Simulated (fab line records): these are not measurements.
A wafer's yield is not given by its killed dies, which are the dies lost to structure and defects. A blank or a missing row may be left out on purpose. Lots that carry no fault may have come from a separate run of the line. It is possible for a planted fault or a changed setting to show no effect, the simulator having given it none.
Comparing a struck lot with a sound one :: flow gf180mcu :: 14 steps out of a route of 602
Sound: these wafers, L525.4, L525.5, L525.6. Wafers struck: L521.1, L521.3, L521.5. The cause is given at the end.
Each step with rows lists, per side, the tool, then ch with its chambers, then its first start. Under that, the readings that differ: sound wafers :: struck wafers :: difference of the means :: sigmas: that difference in standard deviations of wafers without a fault.
alike: same words and numbers on both sides, and readings whose means sit less than 2 such deviations apart. not compared: any withheld reading, any reading some wafer has no value for, any bound like >300 that may hide the same value, and any number with overlapping values for which the record gives no deviation.
The two part at a step that has a row with sigmas, a row that says differs or no value, or rows on one side only. Non-overlapping numbers with no deviation appear without sigmas and do not part them. Lack of a reading on every wafer of one side parts them only where that side has two or more wafers.

first, 2 steps without rows for these wafers: GF_MIM_PEB_17; GF_MIM_DEVELOP_18 (develop time 60 s).
GF_MIM_METAL_ETCH_19: etches the open film in Cl2/BCl3, stops on Si3N4, target depth 324.5 nm, time 54.1 s.
  sound on rie-metal-01 ch 0,1, day 30 00:47; struck on rie-metal-04 ch 0,1, day 28 23:01
  alike: drypump-motor-current-A, oes-product-au, throttle-valve-pct
  not compared: rf-hours-counter-h
GF_MIM_STRIP_20: strips in O2/N2.
  sound on plasma-asher-01 ch 0,1, day 30 00:52; struck on plasma-asher-02 ch 0,1, day 28 23:05
  alike: drypump-motor-current-A, heater-power-w, o2-flow-sccm, oes-product-au, strip-time-to-endpoint-s
  not compared: rf-hours-counter-h
then, 8 steps without rows for these wafers: GF_MIM_STRIP_21 (strips in post etch residue remover, time 1200 s); GF_MIM_CLEAN_22 (cleans in DIW); GF_M5_DEHYDRATE_00 (time 60 s); GF_M5_HMDS_01 (prime time 60 s); GF_M5_COAT_02 (resist thk 1000 nm); GF_M5_SOFTBAKE_03 (time 58.61 s); GF_M5_EXPOSE_04 (exposes mask Metal5, target cd 280 nm); GF_M5_PEB_05 (peb time 90 s).
GF_M5_DEVELOP_06: develop time 60 s.
  sound on litho-track-01 ch 0, day 30 19:35; struck on litho-track-01, day 29 18:10
  no value came back on the struck wafers for chill-plate-temp-C (C), develop-time-s (s); on the sound wafers chill-plate-temp-C (C) reads 23.01 22.96 23.05
reading: model.KrF_of_M5_COAT_02.thk-nm (nm)
sound: 987.9 991.3 988.5
struck: 998.5 997.8 997.5
difference: +8.7
sigmas: 
GF_M5_CD_MEAS_07: the cd target is 280 nm.
  sound on cd-sem-01 at day 30 19:43; struck on cd-sem-02 at day 29 18:19
reading: cd-nm (nm)
sound: 278.3 280.3 279.9
struck: - - -
difference: no value on the struck wafers
sigmas: 

== WHERE THEY PART ==
Last at GF_M5_CD_MEAS_07 as far as this record goes, first at GF_M5_DEVELOP_06.

WHY: whatever the simulator had introduced
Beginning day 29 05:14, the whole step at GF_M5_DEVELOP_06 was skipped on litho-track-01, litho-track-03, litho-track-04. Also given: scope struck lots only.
